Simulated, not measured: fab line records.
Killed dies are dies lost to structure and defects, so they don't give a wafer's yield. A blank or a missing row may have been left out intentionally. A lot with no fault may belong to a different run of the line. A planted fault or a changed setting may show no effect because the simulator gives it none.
Which of the tools did it? | flow gf180mcu | 6 lots, 18 wafers sampled, at 3 steps of a route of 602

## WHAT THE GAUGES READ, wafer by wafer
GF_DUAL_GATE_OVL_MEAS_11.
lot  | measured     | on         | DUAL_GATE_OVL (nm)
L661 | day 8 13:34  | overlay-02 | 0.6 -0.7 0.2
L663 | day 9 05:31  | overlay-02 | 2.8 1.6 2.6
L665 | day 9 18:20  | overlay-01 | 0.3 1.3 1.2
L674 | day 12 12:52 | overlay-01 | 11.5 10.4 10.3 9.1 8.0 8.1
L677 | day 13 12:13 | overlay-01 | 2.0 -0.7 -1.6
L681 | day 14 15:34 | overlay-01 | 2.7 3.9 2.9

## WHAT TOOL EACH LOT RAN ON (gives the tool, then ch and the chambers of the sampled wafers, and finally the start)
lot  | GF_VT_IMPLANT_RTA_45             | GF_DUAL_GATE_EXPOSE_08
L661 | rtp anneal-02 ch 0, day 7 18:56  | iline stepper-01 ch 0, day 8 05:28
L663 | rtp anneal-01 ch 0, day 8 10:26  | iline stepper-02 ch 0, day 8 21:05
L665 | rtp anneal-01 ch 0, day 8 21:50  | iline stepper-02 ch 0, day 9 09:50
L674 | rtp anneal-02 ch 0, day 11 15:47 | iline stepper-02 ch 0, day 12 02:43
L677 | rtp anneal-02 ch 0, day 12 13:31 | iline stepper-01 ch 0, day 13 01:43
L681 | rtp anneal-01 ch 0, day 13 13:37 | iline stepper-01 ch 0, day 14 05:16
- GF_VT_IMPLANT_RTA_45: time 30 s.
- GF_DUAL_GATE_EXPOSE_08: exposes mask Dualgate, target cd 700 nm.

## THE ANSWER, worked out from the rows above alone
Rule: what is usual is taken from the lots themselves. Put in order of their means at a reading, lots are off if they are a third of the lots or fewer, leave a main group of 4 or more, and stand apart from it by a gap of 3 or more times the standard deviation of the main group's means; of several such gaps the widest counts. A main group is skipped when, at the precision printed for the reading in the tables above, its means are all equal. A lot without any number at a reading at which 4 lots or more have one is off too. Where the step has rows for the other lots, those lots are counted as sound.
Off: L674, seen at GF_DUAL_GATE_OVL_MEAS_11 (DUAL_GATE_OVL). The main group: mean 1.3 nm, standard deviation 1.3.
If a tool, at a process step before that reading, ran all the lots that are off and no sound lot after the first of them, it fits. The gauges at GF_DUAL_GATE_OVL_MEAS_11 are tried like those tools. One fits: iline stepper-02 at GF_DUAL_GATE_EXPOSE_08. Its last sound lot is L665 (day 9 09:50), its first lot that is off L674 (day 12 02:43): a fault that began between those two fits.

## WHAT THE SIMULATOR HAD INSERTED
Scanner matching overlay: iline stepper-02, from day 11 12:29 on, at GF_DUAL_GATE_EXPOSE_08. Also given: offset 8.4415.
Shown lots that were struck: L674. Same finding as the rule above.
